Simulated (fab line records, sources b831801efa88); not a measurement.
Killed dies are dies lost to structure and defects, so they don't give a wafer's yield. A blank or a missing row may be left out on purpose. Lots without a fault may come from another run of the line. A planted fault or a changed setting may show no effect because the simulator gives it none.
Problem report in the 8D (eight disciplines) form, filled by code | flow gf180mcu | the parts of the form that need people (team, actions taken, sign-off) are left out

1. THE PROBLEM
chamber_pressure_pa at GF_M3_SPUTTER_04 reads a mean of 0.3547 Pa on 1 wafer of 1 lot; wafers without a fault read 0.4000 Pa with a standard deviation of 0.00085. That is -53 standard deviations from the usual mean.
The step: material TiN, target thk 50 nm, time 41.7 s.
First seen on wafer L400.2, day 26 21:40, on pvd_sputter-04. The record holds 15 wafers of 5 lots with a number at this step. Rule for "out", or "out of limits": more than 4 standard deviations from the usual mean. The other wafers with a number count as sound.

2. WHAT IT IS AND WHAT IT IS NOT
question                    | is                  | is not
which readings at this step | chamber_pressure_pa | throttle_valve_pct
which lots                  | L400                | L387, L388, L389, L404
which wafers of those lots  | L400.2              | L400.1, L400.3
read on which tools         | pvd_sputter-04      | pvd_sputter-02
when                        | from day 26 21:40   | up to then (11 sound wafers); but 3 sound wafers of L404 came after

3. SUSPECTS, AND WHAT RULES EACH OUT
Counting: a tool at a process step up to the reading stays a suspect if it ran every lot that is out. Sound lots after the first of them don't rule it out here, since some wafers of a struck lot are sound.
- pvd_sputter-01 at GF_V2_SPUTTER_21 (material Ti, target thk 15 nm, time 80.02 s): kept. It ran the lot that is out, L400 (day 26 20:39); its last sound lot up to then is L387 (day 22 15:22).
- cvd_w-02 at GF_V2_CVD_23 (deposits W, target thk 350 nm, time 104.94 s): kept. It ran the lot that is out, L400 (day 26 20:45); its last sound lot up to then is L389 (day 23 11:26).
- pvd_sputter-04 at GF_M3_SPUTTER_01 (material TiN, target thk 30 nm, time 25 s): kept. It ran the lot that is out, L400 (day 26 21:35); its last sound lot up to then is L389 (day 23 12:05).
- pvd_sputter-04 at GF_M3_SPUTTER_02 (material AlCu, target thk 450 nm, time 23.9 s): kept. It ran the lot that is out, L400 (day 26 21:37); its last sound lot up to then is L389 (day 23 12:07).
- pvd_sputter-04 at GF_M3_SPUTTER_03 (material Ti, target thk 10 nm, time 6.7 s): kept. It ran the lot that is out, L400 (day 26 21:39); its last sound lot up to then is L389 (day 23 12:09).
- pvd_sputter-04 at GF_M3_SPUTTER_04 (material TiN, target thk 50 nm, time 41.7 s): kept. It ran the lot that is out, L400 (day 26 21:40); its last sound lot up to then is L389 (day 23 12:10). Its own readings are out on those wafers: chamber_pressure_pa.
Left after counting: pvd_sputter-01 at GF_V2_SPUTTER_21, cvd_w-02 at GF_V2_CVD_23, pvd_sputter-04 at GF_M3_SPUTTER_01, pvd_sputter-04 at GF_M3_SPUTTER_02, pvd_sputter-04 at GF_M3_SPUTTER_03, pvd_sputter-04 at GF_M3_SPUTTER_04.

4. THE CAUSE (what the simulator had put in)
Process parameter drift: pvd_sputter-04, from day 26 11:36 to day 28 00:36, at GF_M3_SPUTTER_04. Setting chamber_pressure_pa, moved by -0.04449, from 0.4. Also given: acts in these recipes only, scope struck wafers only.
Counting left 6 suspects, and this tool is among them.

5. THE CHAIN OF EFFECTS, in route order
Each row: a reading whose mean over the struck wafers that have a number lies more than 3 standard deviations from the usual. Only readings for which the record gives a usual standard deviation are gone through. hours: the time from each lot's start at the first step in this table that gives one to its start at this step, as a median over the lots. sigmas: the change in usual standard deviations.
hours | step             | reading             | usual     | on struck wafers | change  | sigmas
0     | GF_M3_SPUTTER_04 | chamber_pressure_pa | 0.4000 Pa | 0.3547           | -0.0453 | -53
The process steps in it:
- GF_M3_SPUTTER_04: material TiN, target thk 50 nm, time 41.7 s.
Later measuring or inspecting steps at which every struck wafer that the step has a row for has a number for every such reading, and none has moved that far: GF_M3_RS_MEAS_05, GF_M3_THK_MEAS_06, GF_M3_CD_MEAS_14, GF_M3_OVL_MEAS_15, GF_V3_THK_MEAS_01, GF_V3_THK_MEAS_03, GF_V3_BOW_MEAS_05.

6. WHAT WOULD HAVE CAUGHT IT SOONER
In this record the first reading out of limits was taken at day 26 21:40, 10 hours after the fault began at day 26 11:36.
